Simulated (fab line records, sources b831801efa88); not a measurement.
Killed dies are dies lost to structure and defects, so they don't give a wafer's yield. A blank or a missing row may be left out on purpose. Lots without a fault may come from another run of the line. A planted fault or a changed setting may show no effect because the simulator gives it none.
A struck lot beside a sound one | flow gf180mcu | 32 steps out of a route of 602
Sound: wafers L442.1, L442.4, L442.5. Struck: wafers L445.1, L445.2, L445.6. The cause comes at the end.
At each step with rows: each side's tool, then ch and its chambers, then its first start. Under that, the readings that differ: sound wafers | struck wafers | difference of the means | sigmas: that difference in standard deviations of wafers without a fault.
alike: readings whose means differ by less than 2 such deviations, and words and numbers that are the same on both sides. not compared: withheld readings, readings that some wafer has no value for, bounds like >300 that may hide the same value, and numbers for which the record gives no deviation and whose values overlap.
The two part at a step that has a row with sigmas, a row that says differs or no value, or rows on one side only. Numbers that don't overlap but have no deviation are shown without sigmas and don't part them. A reading that every wafer of one side lacks parts them only if that side has two wafers or more.

first, 1 step without rows for these wafers: GF_HV_LDD_IMPLANT_21.
GF_HV_LDD_STRIP_22: strips in O2/N2.
  sound on plasma_asher-04 ch 0,1, day 12 12:39; struck on plasma_asher-01 ch 0,1, day 13 14:01
  alike: drypump_motor_current_A, heater_power_w, oes_product_au, platen_temp_c, strip_time_to_endpoint_s
  not compared: rf_hours_counter_h
GF_HV_LDD_TW_MEAS_23:
  sound on film_metro-01, day 12 12:45; struck on film_metro-02, day 13 14:07
  alike: HV_LDD_2_TW
then, 7 steps without rows for these wafers: GF_HV_LDD_DEHYDRATE_24 (time 60 s); GF_HV_LDD_HMDS_25 (prime time 60 s); GF_HV_LDD_COAT_26 (resist thk 1000 nm); GF_HV_LDD_SOFTBAKE_27 (time 60 s); GF_HV_LDD_EXPOSE_28 (exposes mask Nplus HV AREA, target cd 400 nm); GF_HV_LDD_PEB_29; GF_HV_LDD_DEVELOP_30 (develop time 60 s).
GF_HV_LDD_CD_MEAS_31: target cd 400 nm.
  sound on cd_sem-02, day 13 08:55; struck on cd_sem-01, day 14 11:04
  alike: cd_nm
GF_HV_LDD_OVL_MEAS_32:
  sound on overlay-01, day 13 09:02; struck on overlay-02, day 14 11:11
  alike: HV_LDD_02_OVL
GF_HV_LDD_IMPLANT_33:
  sound on implanter-02 ch 0, day 13 09:04; struck on implanter-02, day 14 11:13
  no value came back on the struck wafers for beam_energy_keV, beam_on_s (s), faraday_current_uA; on the sound wafers beam_energy_keV reads 60.004 60.018 60.019
then, 3 steps without rows for these wafers: GF_HV_LDD_IMPLANT_34; GF_HV_LDD_IMPLANT_35; GF_HV_LDD_IMPLANT_36.
GF_HV_LDD_STRIP_37: strips in O2/N2.
  sound on plasma_asher-04 ch 0,1, day 13 09:40; struck on plasma_asher-04 ch 0,1, day 14 11:49
  alike: drypump_motor_current_A, heater_power_w, oes_product_au, platen_temp_c, strip_time_to_endpoint_s
  not compared: rf_hours_counter_h
GF_HV_LDD_TW_MEAS_38:
  sound on film_metro-04, day 13 09:46; struck on film_metro-04, day 14 12:08
  reading     | sound          | struck         | difference | sigmas
  HV_LDD_3_TW | 1429 1432 1429 | 1296 1303 1296 | -132       | -11
  not compared: hold
then, 6 steps without rows for these wafers: GF_HV_LDD_HMDS_40 (prime time 60 s); GF_HV_LDD_COAT_41 (resist thk 1000 nm); GF_HV_LDD_SOFTBAKE_42 (time 60 s); GF_HV_LDD_EXPOSE_43 (exposes mask Pplus HV AREA, target cd 400 nm); GF_HV_LDD_PEB_44; GF_HV_LDD_DEVELOP_45 (develop time 60 s).
GF_HV_LDD_CD_MEAS_46: target cd 400 nm.
  sound on cd_sem-01, day 14 06:37; struck on cd_sem-01, day 15 09:52
  alike: cd_nm
GF_HV_LDD_OVL_MEAS_47:
  sound on overlay-02, day 14 06:44; struck on overlay-02, day 15 09:59
  alike: HV_LDD_03_OVL
then, 1 step without rows for these wafers: GF_HV_LDD_IMPLANT_48.
GF_HV_LDD_STRIP_49: strips in O2/N2.
  sound on plasma_asher-04 ch 0,1, day 14 06:55; struck on plasma_asher-03 ch 0,1, day 15 10:10
  alike: drypump_motor_current_A, heater_power_w, oes_product_au, platen_temp_c, strip_time_to_endpoint_s
  not compared: rf_hours_counter_h
GF_HV_LDD_TW_MEAS_50:
  sound on film_metro-02, day 14 07:01; struck on film_metro-02, day 15 10:16
  alike: HV_LDD_4_TW
then, 1 step without rows for these wafers: GF_HV_LDD_CLEAN_51 (cleans in SC1/SC2, time 150 s).
GF_HV_LDD_RTA_52: time 10 s.
  sound on rtp_anneal-01 ch 0, day 14 07:08; struck on rtp_anneal-01 ch 0, day 15 10:23
  alike: lamp_power_pct, wafer_temp_C_max
GF_HV_LDD_RS_MEAS_53: measures by four-point-probe.
  sound on film_metro-01, day 14 07:12; struck on film_metro-04, day 15 10:44
  reading            | sound             | struck            | difference | sigmas
  HV_LDD_RS (ohm/sq) | 418.6 418.8 418.9 | 437.7 437.3 438.6 | +19.1      | +21
  not compared: hold

WHERE THEY PART
First at GF_HV_LDD_IMPLANT_33; last, within this record, at GF_HV_LDD_RS_MEAS_53.

WHY: what the simulator had put in
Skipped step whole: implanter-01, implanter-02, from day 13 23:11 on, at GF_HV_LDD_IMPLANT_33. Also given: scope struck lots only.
